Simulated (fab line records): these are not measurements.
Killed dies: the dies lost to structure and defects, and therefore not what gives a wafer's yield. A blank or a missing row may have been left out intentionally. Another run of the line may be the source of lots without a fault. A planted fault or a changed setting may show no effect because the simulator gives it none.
Split-lot experiment -- flow sky130 -- route with 708 steps; 5 lots, 23 wafers read

ON THE SPLIT
At SKY_SD_N_DEVELOP_06 (develop time 60 s), the setting developTimeS was moved away from the recipe's 60 s on 6 of the 23 wafers read, by +10.1% to +11.7%. This setting was run at the recipe's value on the other wafers.

No step appears in the file between the split and the reading.

THE READING
At SKY_SD_N_CD_MEAS_07: cdNm in nanometres, against a target cd of 380 nm. A value of 379.0 nm with a standard deviation of 2.3 nm is what fault-free wafers of this fab line usually give.

wafer,"tool, chamber at the split","developTimeS as run, s",against the recipe,"cdNm, nm",against lot-mates on the recipe
L074.2,"lithoTrack-02, 0",60,recipe,379.5,-
L074.3,"lithoTrack-02, 0",60,recipe,378.1,-
L074.4,"lithoTrack-02, 0",60,recipe,383.5,-
L075.1,"lithoTrack-02, 0",60,recipe,374.8,-
L075.2,"lithoTrack-02, 0",60,recipe,375.2,-
L075.3,"lithoTrack-02, 0",60,recipe,377.5,-
L075.5,"lithoTrack-02, 0",60,recipe,375.3,-
L075.6,"lithoTrack-02, 0",60,recipe,375.0,-
L080.1,"lithoTrack-04, 0",60,recipe,378.5,-
L080.2,"lithoTrack-04, 0",60,recipe,379.9,-
L080.3,"lithoTrack-04, 0",60,recipe,379.2,-
L080.4,"lithoTrack-04, 0",60,recipe,379.9,-
L080.5,"lithoTrack-04, 0",60,recipe,380.1,-
L083.1,"lithoTrack-03, 0",60,recipe,380.6,-
L083.2,"lithoTrack-03, 0",67.03,+11.7%,391.5,+11.5
L083.3,"lithoTrack-03, 0",67.03,+11.7%,390.5,+10.5
L083.5,"lithoTrack-03, 0",67.03,+11.7%,388.7,+8.7
L083.6,"lithoTrack-03, 0",60,recipe,379.4,-
L085.1,"lithoTrack-02, 0",66.03,+10.1%,391.1,+9.5
L085.2,"lithoTrack-02, 0",60,recipe,379.9,-
L085.3,"lithoTrack-02, 0",66.03,+10.1%,390.1,+8.5
L085.4,"lithoTrack-02, 0",60,recipe,383.4,-
L085.6,"lithoTrack-02, 0",66.03,+10.1%,391.4,+9.8

FIT RESULTS
A straight line over all 23 wafers: cdNm changes by +1.07 nm for each +1% of developTimeS; r = +0.91; the points scatter about the line by 2.4 nm.
The same after taking each lot's own level away (the mean of its wafers on the recipe; 23 wafers): +0.891 nm for each +1%; r = +0.96; scatter 1.3 nm.
Per that fit: largest developTimeS move, reading shift of 10 nm.
Across the lots, their own levels run from 375.56 to 381.65 nm, a range of 2.6 times the standard deviation given above.
So the lot-to-lot level changes the slope: the two fits differ.
Check: with one of the wafers moved furthest among these (+11.7%) left out of the fit, the line predicts +10.2 nm for it against its lot-mates. Against them it came out at +11.5 nm.

FURTHER SPLITS ON THESE WAFERS
Other splits were also applied to these wafers ahead of the reading. Each is held against what the fit with the lots' levels taken away leaves over:
other split on the same wafers,wafers away from the commonest value,r with cdNm (lot level and that fit taken away)
SKY_LDD_HVP_COAT_02 resistThkNm,9,+0.10
SKY_LDD_LDN_COAT_02 resistThkNm,8,+0.07
SKY_LDD_LDN_IMPLANT_08 energyKev,6,+0.07
SKY_POLY_CUT_COAT_03 spinRpm,5,+0.07
SKY_POLY_CUT_ETCH_10 timeS,7,-0.13
SKY_SD_P_DEVELOP_06 devTempC,5,-0.04
SKY_RES_XHIGH_COAT_02 spinRpm,7,+0.21

THE FILE'S OWN FIT
cdNm changes by +0.893 nm for each +1% of developTimeS, r = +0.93.
